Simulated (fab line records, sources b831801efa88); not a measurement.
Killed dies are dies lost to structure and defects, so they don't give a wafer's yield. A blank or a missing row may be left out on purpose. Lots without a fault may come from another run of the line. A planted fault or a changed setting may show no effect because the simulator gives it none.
Split-lot experiment | flow sfq_line | 5 lots, 23 wafers read, on a route of 325 steps

THE SPLIT
At SFQ_TRILAYER_JJ_CE_LITHO_COAT_114 (resist thk 600 nm), the setting resist_thk_nm was moved away from the recipe's 600 nm on 10 of the 23 wafers read, by -5.9% to +5.7%. The other wafers ran this setting at the recipe's value.

The file shows no step between the split and the reading.

THE READING
KrF_of_TRILAYER_JJ_CE_LITHO_COAT_114.thk_nm (the simulator's own value, which no gauge read), in nm, at SFQ_TRILAYER_JJ_CE_ETCH_RIE_118 (chemistry SF6, target Nb, stops on Al2O3, time 97.7 s, target depth 170 nm). The file gives no usual value for it. The 13 wafers here that ran the recipe average 479.1 nm, standard deviation 1.7 nm.

wafer  | tool, chamber at the split | resist_thk_nm as run, nm | against the recipe | KrF_of_TRILAYER_JJ_CE_LITHO_COAT_114.thk_nm, nm | against lot-mates on the recipe
L076.1 | litho_track-03, 0          | 600                      | recipe             | 479.9                                           | -
L076.2 | litho_track-03, 0          | 634.2                    | +5.7%              | 515.9                                           | +35.9
L076.4 | litho_track-03, 0          | 634.2                    | +5.7%              | 514.3                                           | +34.3
L076.5 | litho_track-03, 0          | 600                      | recipe             | 480                                             | -
L076.6 | litho_track-03, 0          | 600                      | recipe             | 480.1                                           | -
L078.1 | litho_track-02, 0          | 583                      | -2.8%              | 460.6                                           | -18.9
L078.2 | litho_track-02, 0          | 600                      | recipe             | 480.4                                           | -
L078.3 | litho_track-02, 0          | 583                      | -2.8%              | 463.8                                           | -15.7
L078.4 | litho_track-02, 0          | 600                      | recipe             | 478.6                                           | -
L078.5 | litho_track-02, 0          | 583                      | -2.8%              | 462.8                                           | -16.7
L079.1 | litho_track-03, 0          | 564.8                    | -5.9%              | 442.7                                           | -36.7
L079.2 | litho_track-03, 0          | 600                      | recipe             | 478.4                                           | -
L079.3 | litho_track-03, 0          | 600                      | recipe             | 480.3                                           | -
L079.4 | litho_track-03, 0          | 564.8                    | -5.9%              | 444.3                                           | -35.1
L079.5 | litho_track-03, 0          | 564.8                    | -5.9%              | 443.4                                           | -36.0
L080.2 | litho_track-02, 0          | 600                      | recipe             | 481.9                                           | -
L080.3 | litho_track-02, 0          | 600                      | recipe             | 479.5                                           | -
L080.6 | litho_track-02, 0          | 600                      | recipe             | 478.9                                           | -
L081.1 | litho_track-04, 0          | 589.3                    | -1.8%              | 466.6                                           | -10.1
L081.2 | litho_track-04, 0          | 600                      | recipe             | 476.5                                           | -
L081.3 | litho_track-04, 0          | 600                      | recipe             | 475.1                                           | -
L081.4 | litho_track-04, 0          | 600                      | recipe             | 478.4                                           | -
L081.6 | litho_track-04, 0          | 589.3                    | -1.8%              | 466.4                                           | -10.3

THE FIT
A straight line over all 23 wafers: KrF_of_TRILAYER_JJ_CE_LITHO_COAT_114.thk_nm changes by +6.17 nm for each +1% of resist_thk_nm; r = +1.00; the points scatter about the line by 1.6 nm.
The same after taking each lot's own level away (the mean of its wafers on the recipe; 23 wafers): +6.12 nm for each +1%; r = +1.00; scatter 1 nm.
On that fit, the largest move of resist_thk_nm shifts the reading by 36 nm.
The lots' own levels span 476.67 to 480.10 nm, that is 2.0 times the standard deviation above.
So the lot-to-lot level changes the slope little: the two slopes agree.
Check: with one of the wafers moved furthest among these (-5.9%) left out of the fit, the line predicts -35.6 nm for it against its lot-mates. It came out at -36.7 nm against them.

THE WHOLE CHAIN: every reading that the file lists as answering this split, in the file's order
step                              | what it does                                                               | reading                                                                                      | change (the file's fit)              | r (the file's)
SFQ_TRILAYER_JJ_CE_LITHO_COAT_114 | resist thk 600 nm                                                          | KrF_of_TRILAYER_JJ_CE_LITHO_COAT_114.thk_nm (the simulator's own value, which no gauge read) | +6.17 nm for each +1% of the setting | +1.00
SFQ_TRILAYER_JJ_CE_ETCH_RIE_118   | chemistry SF6, target Nb, stops on Al2O3, time 97.7 s, target depth 170 nm | KrF_of_TRILAYER_JJ_CE_LITHO_COAT_114.thk_nm (the simulator's own value, which no gauge read) | +6.11 nm for each +1% of the setting | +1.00

THE FILE'S OWN FIT
KrF_of_TRILAYER_JJ_CE_LITHO_COAT_114.thk_nm changes by +6.11 nm for each +1% of resist_thk_nm, r = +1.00.
